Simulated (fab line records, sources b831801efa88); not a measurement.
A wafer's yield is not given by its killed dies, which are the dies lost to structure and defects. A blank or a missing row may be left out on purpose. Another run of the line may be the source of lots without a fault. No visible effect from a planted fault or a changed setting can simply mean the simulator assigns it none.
What tool caused it? | flow gf180mcu | Sampling: 14 lots, 42 wafers, 5 of 602 route steps

## WHAT EACH GAUGE READ, for each wafer
GF_DNWELL_TW_MEAS_09.
lot  | measured    | on            | DNWELL_TW
L146 | day 3 00:55 | film_metro-03 | 1332 1336 1339
L147 | day 3 05:14 | film_metro-04 | 1355 1354 1357
L148 | day 3 09:59 | film_metro-02 | 1336 1337 1340
L149 | day 3 15:30 | film_metro-02 | 1342 1352 1349
L152 | day 4 07:01 | film_metro-03 | 1355 1348 1361
L153 | day 4 13:12 | film_metro-04 | 1363 1359 1359
L154 | day 4 18:20 | film_metro-02 | 1353 1352 1348
L155 | day 4 22:59 | film_metro-02 | 1349 1361 1346
L160 | day 6 05:40 | film_metro-03 | 1333 1334 1340
L161 | day 6 11:38 | film_metro-02 | 1346 1343 1343
L162 | day 6 17:09 | film_metro-03 | 1340 1332 1330
L164 | day 7 00:01 | film_metro-03 | 1331 1325 1335
L165 | day 7 06:26 | film_metro-03 | 1335 1337 1330
L168 | day 7 21:18 | film_metro-04 | 1354 1352 1356

GF_MVPSD_OVL_MEAS_07.
lot  | measured     | on         | MVPSD_OVL (nm)
L146 | day 5 07:22  | overlay-02 | -0.3 1.0 0.2
L147 | day 5 12:23  | overlay-02 | 1.8 1.6 1.1
L148 | day 5 16:26  | overlay-02 | -1.2 -1.9 -0.8
L149 | day 5 23:46  | overlay-02 | -2.4 -2.9 -1.3
L152 | day 6 17:19  | overlay-02 | -2.3 0.7 -1.4
L153 | day 7 00:06  | overlay-02 | -1.1 -2.2 0.8
L154 | day 7 04:53  | overlay-01 | -1.3 1.8 -1.1
L155 | day 7 10:01  | overlay-02 | -1.3 -0.4 1.3
L160 | day 8 21:56  | overlay-02 | 4.8 3.5 4.6
L161 | day 9 04:56  | overlay-01 | 4.7 2.7 4.5
L162 | day 9 09:48  | overlay-01 | -3.0 -2.5 -2.2
L164 | day 9 18:04  | overlay-01 | -0.2 -1.1 1.0
L165 | day 10 01:14 | overlay-01 | -1.1 -2.9 -0.7
L168 | day 10 19:42 | overlay-01 | -2.2 -2.1 -2.5

GF_VT_IMPLANT_TW_MEAS_21.
lot  | measured     | on            | VT_IMPLANT_2_TW
L146 | day 6 12:52  | film_metro-04 | 1214 1213 1222
L147 | day 6 17:52  | film_metro-03 | 1196 1203 1197
L148 | day 6 22:10  | film_metro-03 | 1194 1196 1201
L149 | day 7 07:11  | film_metro-04 | 1216 1221 1223
L152 | day 8 01:10  | film_metro-03 | 1195 1194 1194
L153 | day 8 08:46  | film_metro-04 | 1213 1220 1227
L154 | day 8 13:39  | film_metro-03 | 1194 1197 1194
L155 | day 8 19:04  | film_metro-03 | 1200 1198 1194
L160 | day 10 09:57 | film_metro-03 | 1209 1210 1208
L161 | day 10 17:12 | film_metro-04 | 1208 1214 1213
L162 | day 10 21:58 | film_metro-03 | 1209 1206 1211
L164 | day 11 06:46 | film_metro-04 | 1215 1210 1219
L165 | day 11 14:45 | film_metro-03 | 1201 1210 1204
L168 | day 12 10:45 | film_metro-03 | 1196 1207 1203

GF_VT_IMPLANT_RS_MEAS_47: a four-point-probe measurement.
lot  | measured     | on            | NWELL_RS (ohm/sq)
L146 | day 7 20:29  | film_metro-02 | 488.8 488.2 488.7
L147 | day 8 02:26  | film_metro-02 | 488.0 488.6 488.9
L148 | day 8 06:38  | film_metro-04 | 486.8 486.2 486.6
L149 | day 8 15:58  | film_metro-04 | 488.8 491.7 489.6
L152 | day 9 10:43  | film_metro-02 | 487.2 487.5 487.2
L153 | day 9 18:43  | film_metro-02 | 488.1 487.8 488.9
L154 | day 10 01:13 | film_metro-04 | 488.2 487.7 488.4
L155 | day 10 05:26 | film_metro-02 | 489.0 490.1 490.0
L160 | day 11 23:27 | film_metro-04 | 488.3 489.5 489.6
L161 | day 12 06:48 | film_metro-04 | 488.2 487.4 487.9
L162 | day 12 12:01 | film_metro-02 | 488.9 490.8 489.5
L164 | day 12 21:33 | film_metro-02 | 488.5 488.3 489.3
L165 | day 13 04:58 | film_metro-02 | 485.3 487.0 486.5
L168 | day 14 02:37 | film_metro-04 | 488.7 487.6 488.1

## TOOL THAT RAN EACH LOT (tool first, then ch and the chambers of the sampled wafers, then the start)
lot  | GF_MVPSD_EXPOSE_04
L146 | iline_stepper-01 ch 0, day 5 00:25
L147 | iline_stepper-01 ch 0, day 5 05:20
L148 | iline_stepper-02 ch 0, day 5 09:43
L149 | iline_stepper-01 ch 0, day 5 16:41
L152 | iline_stepper-01 ch 0, day 6 09:37
L153 | iline_stepper-01 ch 0, day 6 17:01
L154 | iline_stepper-01 ch 0, day 6 21:41
L155 | iline_stepper-01 ch 0, day 7 02:19
L160 | iline_stepper-01 ch 0, day 8 13:13
L161 | iline_stepper-01 ch 0, day 8 19:59
L162 | iline_stepper-02 ch 0, day 9 01:45
L164 | iline_stepper-02 ch 0, day 9 08:49
L165 | iline_stepper-02 ch 0, day 9 16:19
L168 | iline_stepper-02 ch 0, day 10 10:25
- GF_MVPSD_EXPOSE_04: exposes mask MVPSD, target cd 1000 nm.

## AS READ BY THE TOOLS THEMSELVES (means over the sampled wafers that have a number; for cases with no such wafer, the mark the record gives instead)
The record holds no such reading with a usual standard deviation.

## THE ANSWER, worked out from the rows above alone
Rule: the lots themselves supply what counts as usual. Put in order of their means at a reading, lots are off if they are a third of the lots or fewer, leave a main group of 4 or more, and stand apart from it by a gap of 3 or more times the standard deviation of the main group's means; of several such gaps the widest counts. A main group whose means are all the same, to the digits that the tables above print for the reading, isn't used. Also off: a lot with no number at a reading for which 4 or more lots have one. Where the step has rows for the other lots, those lots are counted as sound. After the gauges, taken in route order, come the tools' own readings; for these a lot's mean is taken, as printed above. The first step at which some lot is off is used, and at that step the reading that is off furthest; a lot without a number counts as furthest.
No lot is off at any reading shown: from this, nothing can be told.

## WHAT THE SIMULATOR HAD PUT IN
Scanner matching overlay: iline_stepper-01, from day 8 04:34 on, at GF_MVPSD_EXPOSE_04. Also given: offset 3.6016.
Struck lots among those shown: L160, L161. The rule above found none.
